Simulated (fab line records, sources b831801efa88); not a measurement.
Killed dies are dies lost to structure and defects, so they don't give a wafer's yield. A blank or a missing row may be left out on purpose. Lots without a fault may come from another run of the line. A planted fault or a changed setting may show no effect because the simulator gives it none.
fab line records | flow sfq_line
record lots=13 wafers=39 last_day=87
route steps=325 shown I2@104 I5@228 I7@299 M8@325
lots that met no fault: from a run of the same line without faults
start_h: hours from the record's first day to the start of the lot's first wafer shown | wait_h: hours since the lot's step before | " the same as in the row above | L1.1+2: a row that stands for several wafers | - no value, or no start given | * or withheld: withheld | < > ~ a bound
route shown NAME@n: a module of which the file shows steps, and the number in the route of the first | usual: mean/standard deviation of fault-free wafers | same: alike in all rows | chamber/n: place in a boat | sites: the reading at each site | _std_site: their standard deviation | _edge_site: outer sites' mean less inner sites' | radius_mm: how far each site lies from the wafer's centre | mask NAME#n: copy n | behind: the tool/chamber that last shaped the wafer | hold: why the lot was held/for how many hours/how that ended | device: the transistor (n, p or np) that didn't switch | end of line: the same wafers' tests at the end of the route | a step without rows: its recipe alone | killed: dies lost to structure and defects at the first sort, not the wafer's yield | map: a wafer's dies, x killed, . not, _ none there
set.NAME: the setting as run; set.NAME@STEP: as run at that earlier step | model.NAME: the simulator's own value behind a step, which no gauge read
steps of the route over a sample of lots; a table a step, a row a wafer
services: from which hour (start_h, from the record's first day; less than 0 if before it) a tool's chamber was out of use, for how many hours, and why
## steps
# step SFQ_TRILAYER_I2_CMP_CMP_064
# recipe material=SiO2 down_force_psi=3 platen_rpm=60 pad_velocity_m_s=0.94248
# usual head_pressure_psi=3.001/0.0067 motor_current_A=10.3/1.1 time_to_endpoint_s=215/7.8
# columns lot.wafer tool chamber start_h wait_h head_pressure_psi motor_current_A time_to_endpoint_s
L343.4 cmp-02 3 683.65 15.3 2.991 7.8 212
L343.2 " 0 " " 2.992 10.0 206
L343.5 " 3 685.65 17.3 2.998 7.9 209
L347.3 cmp-02 3 785.71 31.2 2.993 8.4 210
L347.6 " 2 787.21 32.6 3.005 10.0 224
L347.5 " 3 " " 3.010 8.9 219
L348.4 cmp-01 2 793.15 33.0 3.001 11.6 227
L348.2 " 3 " " 3.004 10.9 204
L348.6 " 2 795.15 35.0 2.998 11.0 219
L349.4 cmp-02 1 800.21 36.4 3.009 9.1 222
L349.3 " 3 801.21 37.5 2.991 8.2 211
L349.2 " 0 " " 2.997 10.1 207
L350.1 cmp-02 2 812.63 44.1 2.992 10.6 204
L350.2 " 3 " " 2.991 8.5 198
L350.3 " 0 " " 2.995 9.8 206
L351.3 cmp-02 3 816.63 46.1 3.003 8.5 215
L351.1 " 0 " " 3.008 10.3 203
L351.5 " 2 818.13 47.6 3.006 11.1 211
L352.3 cmp-01 2 820.88 45.6 3.004 11.0 218
L352.2 " 0 821.88 46.6 3.002 9.4 219
L352.5 " 1 " " 2.992 12.5 225
L354.1 cmp-01 1 850.38 49.9 2.999 11.7 218
L354.3 " 2 " " 3.009 11.2 214
L354.6 " 2 852.88 52.3 3.017 10.9 225
L358.4 cmp-02 1 988.59 5.7 3.009 9.4 224
L358.3 " 3 989.59 6.7 3.003 8.6 210
L358.5 " 1 990.59 7.7 3.005 9.7 215
L359.3 cmp-02 1 1000.09 2.2 2.393 8.3 269
L359.2 " 0 1001.59 3.7 3.008 9.6 209
L359.6 " 1 " " 2.390 8.7 282
L364.2 cmp-01 2 1039.73 1.4 2.996 11.7 214
L364.3 " 3 " " 3.000 10.5 211
L364.1 " 0 " " 2.999 9.4 205
L365.2 cmp-01 1 1055.73 3.0 3.002 12.1 202
L365.5 " 2 " " 2.997 10.8 213
L365.6 " 3 " " 2.991 11.2 223
L366.3 cmp-01 2 1058.73 2.4 2.999 11.5 216
L366.6 " 3 " " 2.990 11.4 214
L366.5 " 0 " " 3.006 9.5 211
# step SFQ_TRILAYER_A5C_DEP_PECVD_142
# recipe material=SiO2 temp_c=150 time_s=15.556 pressure_torr=2.4 rf_w=183.3 precursor=SiH4/N2O target_thk_nm=70
# usual heater_power_w=84/16 throttle_valve_pct=24.5/1.2
# same time_s=15.556
# columns lot.wafer tool chamber start_h wait_h heater_power_w throttle_valve_pct
L343.2 pecvd-01 1 1201.67 0.0 110 23.0
L343.4 " 2 " " 84 24.9
L343.5 " 0 " " 75 23.0
L347.3 pecvd-03 1 1207.69 0.0 86 24.9
L347.5 " 1 " " 88 25.1
L347.6 " 2 " " 97 24.2
L348.2 pecvd-01 0 1208.72 0.0 73 23.1
L348.4 " 2 " " 87 24.8
L348.6 " 0 " " 75 22.7
L349.2 pecvd-03 1 1374.67 0.0 80 23.5
L349.3 " 0 " " 69 23.8
L349.4 " 2 " " 83 22.9
L350.1 pecvd-01 2 1375.89 0.0 89 25.6
L350.2 " 1 " " 123 23.4
L350.3 " 0 " " 73 23.1
L351.1 pecvd-03 1 1515.62 0.0 85 23.7
L351.3 " 2 " " 88 23.1
L351.5 " 1 " " 87 23.7
L352.2 pecvd-01 1 1518.62 0.0 109 23.6
L352.3 " 0 " " 74 23.2
L352.5 " 2 " " 85 26.4
L354.1 pecvd-01 2 1524.62 0.0 75 26.7
L354.3 " 0 " " 59 23.4
L354.6 " 0 " " 61 23.3
L358.3 pecvd-04 0 1536.44 0.0 86 24.5
L358.4 " 2 " " 71 25.3
L358.5 " 1 " " 77 26.9
L359.2 pecvd-03 1 1537.73 0.0 80 24.2
L359.3 " 2 " " 87 23.0
L359.6 " 2 " " 84 23.2
L364.1 pecvd-03 0 1681.68 0.0 69 24.7
L364.2 " 2 " " 81 23.2
L364.3 " 1 " " 83 24.5
L365.2 pecvd-01 2 1697.29 0.0 86 27.3
L365.5 " 2 " " 90 27.3
L365.6 " 1 " " 121 24.1
L366.3 pecvd-03 1 1887.40 0.0 93 24.7
L366.5 " 2 " " 84 24.2
L366.6 " 1 " " 90 24.9
# step SFQ_TRILAYER_I7_METRO_MEASURE_185
# usual thk_nm=200.0/1.1
# columns lot.wafer tool chamber start_h wait_h thk_nm
L343.2 film_metro-04 - 1605.38 0.3 201.8
L343.4 " - " " 200.9
L343.5 " - " " 201.4
L347.3 film_metro-02 - 1611.58 0.5 200.7
L347.5 " - " " 200.5
L347.6 " - " " 200.6
L348.2 film_metro-03 - 1614.38 0.3 198.1
L348.4 " - " " 199.3
L348.6 " - " " 198.6
L349.2 film_metro-04 - 1616.22 0.3 198.5
L349.3 " - " " 198.1
L349.4 " - " " 198.9
L350.1 film_metro-03 - 1623.18 0.1 201.8
L350.2 " - " " 200.8
L350.3 " - " " 201.0
L351.1 film_metro-03 - 1872.26 0.1 197.4
L351.3 " - " " 200.4
L351.5 " - " " 198.9
L352.2 film_metro-04 - 1880.19 0.3 199.2
L352.3 " - " " 199.7
L352.5 " - " " 199.2
L354.1 film_metro-03 - 1885.99 0.1 200.0
L354.3 " - " " 199.8
L354.6 " - " " 198.5
L358.3 film_metro-03 - 1905.66 0.5 200.7
L358.4 " - " " 199.0
L358.5 " - " " 198.3
L359.2 film_metro-02 - 1907.19 0.3 199.8
L359.3 " - " " 200.6
L359.6 " - " " 200.3
L364.1 film_metro-02 - 1956.75 0.1 199.4
L364.2 " - " " 199.6
L364.3 " - " " 200.7
L365.2 film_metro-04 - 1963.99 0.3 200.2
L365.5 " - " " 198.4
L365.6 " - " " 199.9
L366.3 film_metro-04 - 2086.43 0.5 201.1
L366.5 " - " " 200.6
L366.6 " - " " 199.2
# step SFQ_M8_BOW_MEAS_951
# recipe mode=bow
# usual M8_BOW=8/10
# columns lot.wafer tool chamber start_h wait_h M8_BOW[um]
L343.2 film_metro-02 - 1789.19 0.0 25
L343.4 " - " " 8
L343.5 " - " " 17
L347.3 film_metro-01 - 1801.32 0.0 21
L347.5 " - " " 25
L347.6 " - " " 18
L348.2 film_metro-03 - 1803.59 0.0 -3
L348.4 " - " " -5
L348.6 " - " " -13
L349.2 film_metro-03 - 1805.99 0.0 19
L349.3 " - " " 20
L349.4 " - " " 8
L350.1 film_metro-01 - 1808.37 0.0 1
L350.2 " - " " -1
L350.3 " - " " 6
L351.1 film_metro-02 - 1971.60 0.0 1
L351.3 " - " " 2
L351.5 " - " " 1
L352.2 film_metro-01 - 1975.22 0.0 6
L352.3 " - " " 10
L352.5 " - " " 0
L354.1 film_metro-03 - 1978.80 0.0 12
L354.3 " - " " 7
L354.6 " - " " 22
L358.3 film_metro-02 - 1995.41 0.0 16
L358.4 " - " " 15
L358.5 " - " " 11
L359.2 film_metro-01 - 2001.52 0.0 13
L359.3 " - " " 10
L359.6 " - " " 17
L364.1 film_metro-03 - 2050.56 0.0 -2
L364.2 " - " " 3
L364.3 " - " " 0
L365.2 film_metro-01 - 2051.91 0.0 29
L365.5 " - " " 28
L365.6 " - " " 20
L366.3 film_metro-02 - 2097.43 0.0 -4
L366.5 " - " " -9
L366.6 " - " " -9
## services
# columns tool chamber start_h hours kind
cmp-02 - 698.15 5.1 pm
cmp-02 - 751.21 4.0 pm
cmp-02 - 803.21 6.4 pm
cmp-02 - 875.63 10.5 pm
cmp-02 - 913.36 0.6 repair
cmp-02 - 983.30 0.7 repair
cmp-02 - 1071.37 1.0 repair
cmp-02 - 1091.21 4.0 pm
cmp-02 - 1092.74 9.9 repair
cmp-02 - 1107.90 2.4 repair
cmp-02 - 1170.33 4.4 pm
cmp-02 - 1230.56 1.1 repair
cmp-02 - 1251.88 2.5 repair
cmp-02 - 1286.89 3.9 repair
cmp-02 - 1351.83 7.3 pm
cmp-02 - 1360.45 2.6 repair
cmp-02 - 1365.60 1.1 repair
cmp-02 - 1391.29 0.7 repair
cmp-02 - 1431.35 4.0 pm
cmp-02 - 1467.74 2.3 repair
cmp-02 - 1539.07 3.7 pm
cmp-02 - 1551.83 3.7 repair
cmp-02 - 1680.33 0.8 repair
cmp-02 - 1686.45 4.8 repair
## key
first_sign step=SFQ_TRILAYER_I2_CMP_CMP_064 reading=head_pressure_psi direction=down sigmas=90 usual=3.001 struck=2.392
effect step=SFQ_TRILAYER_I2_CMP_CMP_064 reading=time_to_endpoint_s direction=up sigmas=7.7 usual=* struck=*
met_at SFQ_TRILAYER_I2_CMP_CMP_064
struck_lots L359
struck_wafers L359.3,L359.6
not_acting_at SFQ_TRILAYER_A5C_DEP_PECVD_142,SFQ_TRILAYER_I7_METRO_MEASURE_185,SFQ_M8_BOW_MEAS_951
onset_between 988.59 1000.09
fault kind=process_parameter_drift tool=cmp-02 chamber=1 onset_h=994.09 steps=SFQ_TRILAYER_I2_CMP_CMP_064 channel=down_force_psi offset=-0.61165 shape=step end_h=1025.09 acts_in=these_recipes_only stated=3
